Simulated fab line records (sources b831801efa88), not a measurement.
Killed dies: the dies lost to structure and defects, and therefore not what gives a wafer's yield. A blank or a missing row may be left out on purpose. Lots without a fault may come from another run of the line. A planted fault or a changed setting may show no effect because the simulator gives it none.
Split-lot trial	flow sky130	23 wafers read across 5 lots, on a route 708 steps long

## THE SPLIT
At SKY_VIA2_ETCH_15 (etches SiO2 in C4F8/O2/Ar, stops on TiN, target depth 546 nm, time 84 s), the setting timeS was moved away from the recipe's 84 s on 7 of the 23 wafers read, by -4.4% to +10.4%. For the rest of the wafers, this setting stayed at what the recipe calls for.

The split's own step is where the reading is taken.

## THE READING
KrF-thick_of_VIA2_COAT_07.thkNm (the simulator's own value, which no gauge read), in nm, at SKY_VIA2_ETCH_15 (etches SiO2 in C4F8/O2/Ar, stops on TiN, target depth 546 nm, time 84 s). There is no usual value for it anywhere in the file. Average 281.5 nm, standard deviation 2.3 nm, over the 16 wafers here run with the recipe.

wafer	tool, chamber at the split	timeS as run, s	against the recipe	KrF-thick_of_VIA2_COAT_07.thkNm, nm	against lot-mates on the recipe
L076.1	rieDiel-04, 0	80.29	-4.4%	285.6	+3.8
L076.2	rieDiel-04, 3	84	recipe	282	-
L076.3	rieDiel-04, 2	80.29	-4.4%	287.2	+5.4
L076.5	rieDiel-04, 1	84	recipe	282.1	-
L076.6	rieDiel-04, 0	84	recipe	281.4	-
L078.1	rieDiel-01, 2	92.27	+9.8%	274	-7.6
L078.3	rieDiel-01, 1	84	recipe	280.9	-
L078.4	rieDiel-01, 0,1	84	recipe	281.9	-
L078.5	rieDiel-01, 0,1	84	recipe	281.9	-
L078.6	rieDiel-01, 2	92.27	+9.8%	273.2	-8.4
L083.1	rieDiel-01, 3	92.7	+10.4%	274.3	-10.7
L083.2	rieDiel-01, 1	84	recipe	282.7	-
L083.3	rieDiel-01, 0	92.7	+10.4%	270	-15.0
L083.4	rieDiel-01, 2	92.7	+10.4%	272.1	-12.9
L083.5	rieDiel-01, 3	84	recipe	287.3	-
L081.4	rieDiel-02, 1	84	recipe	281.6	-
L081.5	rieDiel-02, 3	84	recipe	280	-
L081.6	rieDiel-02, 2	84	recipe	285.1	-
L084.1	rieDiel-01, 0,3	84	recipe	280.2	-
L084.5	rieDiel-01, 0,3	84	recipe	280.2	-
L084.2	rieDiel-01, 1	84	recipe	276.1	-
L084.3	rieDiel-01, 2	84	recipe	280.1	-
L084.4	rieDiel-01, 3	84	recipe	280.5	-
Where a row lists several chambers, the file gives one row for several wafers and doesn't say which wafer went through which chamber.

FIT RESULTS
A straight line over all 23 wafers: KrF-thick_of_VIA2_COAT_07.thkNm changes by -0.894 nm for each +1% of timeS; r = -0.89; the points scatter about the line by 2.2 nm.
The same after taking each lot's own level away (the mean of its wafers on the recipe; 23 wafers): -1.08 nm for each +1%; r = -0.94; scatter 1.9 nm.
Per that fit: largest timeS move, reading shift of 11 nm.
Measured against the standard deviation above, the lots' own levels, which go from 279.42 to 285.00 nm, span 2.4 times it.
Thus the slope moves with the lot-to-lot level: the two fits are different.
Check: for one of the wafers moved furthest among these (+10.4%), held out of the fit, the line's prediction against its lot-mates is -11.3 nm. Against them it came out at -10.7 nm.

## FURTHER SPLITS ON THESE WAFERS
Other splits were also applied to these wafers ahead of the reading. Each is held against what the fit with the lots' levels taken away leaves over:
other split on the same wafers	wafers away from the commonest value	r with KrF-thick_of_VIA2_COAT_07.thkNm (lot level and that fit taken away)
SKY_SD_P_IMPLANT_09 doseCm2	8	+0.12
SKY_RES_XHIGH_COAT_02 resistThkNm	8	+0.54
SKY_SD_N_IMPLANT_10 energyKev	6	+0.08
SKY_LI_CONTACT_CMP_02 leaveAboveRefNm	8	-0.22
SKY_LI_CONTACT_SPUTTER_19 powerW	6	+0.16
SKY_LI_CONTACT_SPUTTER_20 chamberPressurePa	15	-0.18
SKY_METAL1_DEVELOP_14 developTimeS	7	-0.09
SKY_METAL2_METAL_ETCH_19 icpW	8	+0.10
SKY_VIA2_HDPCVD_00 timeS	9	+0.01

## THE WHOLE CHAIN: every reading that the file lists as answering this split, in the file's order
step	what it does	reading	change (the file's fit)	r (the file's)
SKY_VIA2_ETCH_15	etches SiO2 in C4F8/O2/Ar, stops on TiN, target depth 546 nm, time 84 s	KrF-thick_of_VIA2_COAT_07.thkNm (the simulator's own value, which no gauge read)	-1.03 nm for each +1% of the setting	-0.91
SKY_VIA2_STRIP_16	strips in O2/N2	stripTimeToEndpointS	withheld for each +1% of the setting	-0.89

## FILE'S OWN FIT
KrF-thick_of_VIA2_COAT_07.thkNm changes by -1.03 nm for each +1% of timeS, r = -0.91.
